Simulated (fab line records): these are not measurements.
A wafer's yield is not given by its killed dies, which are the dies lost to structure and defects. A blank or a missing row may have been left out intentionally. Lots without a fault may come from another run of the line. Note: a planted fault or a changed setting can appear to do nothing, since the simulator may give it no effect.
What tool caused it? | flow gf180mcu | Sampling: 11 lots, 33 wafers, 4 of 602 route steps

WHAT EACH GAUGE READ, for each wafer
GF_HV_LDD_THK_MEAS_57. Usual: for HV_LDD_CVD_56_THK the level is 89.8 nm and the standard deviation is 0.82.
lot  | measured     | on            | HV_LDD_CVD_56_THK (nm) | flag
L993 | day 12 17:22 | film_metro-02 | 89.6 88.8 88.6         |
L994 | day 13 02:46 | film_metro-01 | 89.6 89.8 89.6         |
L996 | day 13 19:07 | film_metro-02 | 89.2 89.7 89.6         |
L997 | day 14 06:16 | film_metro-02 | 89.1 89.8 90.0         |
L100 | day 14 21:10 | film_metro-04 | 45.6 46.0 45.8         | OFF
L109 | day 17 22:49 | film_metro-04 | 89.2 89.5 90.1         |
L110 | day 18 10:14 | film_metro-01 | 92.2 91.8 91.5         |
L112 | day 18 18:06 | film_metro-04 | 90.5 90.0 90.7         |
L113 | day 19 09:22 | film_metro-01 | 89.1 88.7 89.5         |
L114 | day 19 10:31 | film_metro-02 | 89.7 89.2 90.0         |
L116 | day 20 04:42 | film_metro-01 | 90.0 90.1 89.4         |

WHICH TOOL RAN EACH LOT (tool, then ch and the chambers of the sampled wafers, then the start)
lot  | GF_POLY_GATE_STRIP_14                | GF_HV_LDD_STRIP_49                   | GF_HV_LDD_CVD_56
L993 | plasma_asher-01 ch 0,1, day 9 08:14  | plasma_asher-01 ch 0,1, day 12 14:28 | lpcvd-02 ch 0, day 12 15:56
L994 | plasma_asher-04 ch 0,1, day 9 12:38  | plasma_asher-03 ch 0,1, day 12 22:14 | lpcvd-01 ch 1, day 13 01:20
L996 | plasma_asher-04 ch 0,1, day 10 05:20 | plasma_asher-01 ch 0,1, day 13 16:12 | lpcvd-01 ch 0, day 13 17:41
L997 | plasma_asher-04 ch 0,1, day 10 12:44 | plasma_asher-02 ch 1, day 14 03:20   | lpcvd-01 ch 1, day 14 04:49
L100 | plasma_asher-01 ch 0,1, day 11 08:05 | plasma_asher-01 ch 0,1, day 14 18:15 | lpcvd-02 ch 0, day 14 19:44
L109 | plasma_asher-03 ch 0,1, day 13 23:37 | plasma_asher-01 ch 0,1, day 17 19:54 | lpcvd-02 ch 0, day 17 21:23
L110 | plasma_asher-04 ch 0,1, day 14 09:23 | plasma_asher-01 ch 0,1, day 18 07:20 | lpcvd-01 ch 0, day 18 08:47
L112 | plasma_asher-04 ch 1, day 14 18:20   | plasma_asher-03 ch 0,1, day 18 15:10 | lpcvd-02 ch 1, day 18 16:40
L113 | plasma_asher-01 ch 0,1, day 15 05:05 | plasma_asher-03 ch 0,1, day 19 06:27 | lpcvd-01 ch 1, day 19 07:56
L114 | plasma_asher-03 ch 0,1, day 15 07:17 | plasma_asher-02 ch 0,1, day 19 07:36 | lpcvd-02 ch 1, day 19 09:05
L116 | plasma_asher-03 ch 0,1, day 15 22:50 | plasma_asher-02 ch 0,1, day 20 01:05 | lpcvd-01 ch 1, day 20 02:34
- GF_POLY_GATE_STRIP_14: strips in O2/N2.
- GF_HV_LDD_STRIP_49: strips in O2/N2.
- GF_HV_LDD_CVD_56: deposits Si3N4 from DCS/NH3, target thk 90 nm, time 1543 s.

WHAT THE TOOLS THEMSELVES READ (means of the sampled wafers that have a number; where no wafer has one, the mark that the record gives instead)
GF_POLY_GATE_STRIP_14. Usual: drypump_motor_current_A 5.7 A, standard deviation 0.57; heater_power_w 338 W, standard deviation 28; oes_product_au 0.505 a.u., standard deviation 0.0048.
lot  | tool            | drypump_motor_current_A (A) | heater_power_w (W) | oes_product_au (a.u.) | flag
L993 | plasma_asher-01 | 6.1                         | 387                | 0.507                 |
L994 | plasma_asher-04 | 5.7                         | 327                | 0.503                 |
L996 | plasma_asher-04 | 5.7                         | 325                | 0.503                 |
L997 | plasma_asher-04 | 5.7                         | 324                | 0.505                 |
L100 | plasma_asher-01 | 6.3                         | 363                | 0.500                 |
L109 | plasma_asher-03 | 5.8                         | 343                | 0.502                 |
L110 | plasma_asher-04 | 5.7                         | 327                | 0.506                 |
L112 | plasma_asher-04 | 4.8                         | 315                | 0.503                 |
L113 | plasma_asher-01 | 6.4                         | 364                | 0.507                 |
L114 | plasma_asher-03 | 5.8                         | 337                | 0.505                 |
L116 | plasma_asher-03 | 5.8                         | 336                | 0.509                 |

GF_HV_LDD_STRIP_49. Usual: drypump_motor_current_A 5.9 A, standard deviation 0.46; heater_power_w 344 W, standard deviation 36; oes_product_au 0.715 a.u., standard deviation 0.0048; strip_time_to_endpoint_s 12.637 s, standard deviation 0.028.
lot  | tool            | drypump_motor_current_A (A) | heater_power_w (W) | oes_product_au (a.u.) | strip_time_to_endpoint_s (s) | flag
L993 | plasma_asher-01 | 6.1                         | 389                | 0.714                 | 12.669                       |
L994 | plasma_asher-03 | 5.6                         | 325                | 0.715                 | 12.665                       |
L996 | plasma_asher-01 | 6.1                         | 389                | 0.717                 | 12.627                       |
L997 | plasma_asher-02 | 5.9                         | 304                | 0.723                 | 12.646                       |
L100 | plasma_asher-01 | 6.3                         | 368                | 0.710                 | 12.611                       |
L109 | plasma_asher-01 | 6.1                         | 388                | 0.712                 | 12.614                       |
L110 | plasma_asher-01 | 6.4                         | 358                | 0.714                 | 12.628                       |
L112 | plasma_asher-03 | 5.8                         | 342                | 0.715                 | 12.666                       |
L113 | plasma_asher-03 | 5.8                         | 338                | 0.711                 | 12.600                       |
L114 | plasma_asher-02 | 5.7                         | 313                | 0.715                 | 12.631                       |
L116 | plasma_asher-02 | 5.7                         | 311                | 0.721                 | 12.604                       |

GF_HV_LDD_CVD_56. Usual: zone_power_bottom_pct 19.9 %, standard deviation 1.5; zone_power_centre_pct 12.8 %, standard deviation 1.2.
lot  | tool     | zone_power_bottom_pct (%) | zone_power_centre_pct (%) | flag
L993 | lpcvd-02 | 19.9                      | 11.3                      |
L994 | lpcvd-01 | 20.1                      | 13.9                      |
L996 | lpcvd-01 | 22.6                      | 14.5                      |
L997 | lpcvd-01 | 19.9                      | 13.7                      |
L100 | lpcvd-02 | 20.3                      | 11.4                      |
L109 | lpcvd-02 | 20.1                      | 11.3                      |
L110 | lpcvd-01 | 22.8                      | 14.5                      |
L112 | lpcvd-02 | 18.1                      | 12.1                      |
L113 | lpcvd-01 | 20.0                      | 13.8                      |
L114 | lpcvd-02 | 18.1                      | 12.1                      |
L116 | lpcvd-01 | 20.0                      | 13.9                      |

THE ANSWER, worked out from the rows above alone
Rule: take the mean of a lot's wafers that have a number; if it is more than 3 standard deviations from the usual mean, the lot is off. A lot without any number at a reading at which 4 lots or more have one is off too. All remaining lots with rows at the step are treated as sound. Order of review: gauges by route order, followed by the tools' own readings, for which a lot's mean as printed above is used. At the first step where some lot is off, the reading lying furthest off is the one used; lots without a number count as furthest.
Off: L100, seen at GF_HV_LDD_THK_MEAS_57 (HV_LDD_CVD_56_THK).
If a tool, at a process step before that reading, ran all the lots that are off and no sound lot after the first of them, it fits. The gauges at GF_HV_LDD_THK_MEAS_57 are tried like those tools. No candidate that was tried fits.

WHAT THE SIMULATOR PUT IN
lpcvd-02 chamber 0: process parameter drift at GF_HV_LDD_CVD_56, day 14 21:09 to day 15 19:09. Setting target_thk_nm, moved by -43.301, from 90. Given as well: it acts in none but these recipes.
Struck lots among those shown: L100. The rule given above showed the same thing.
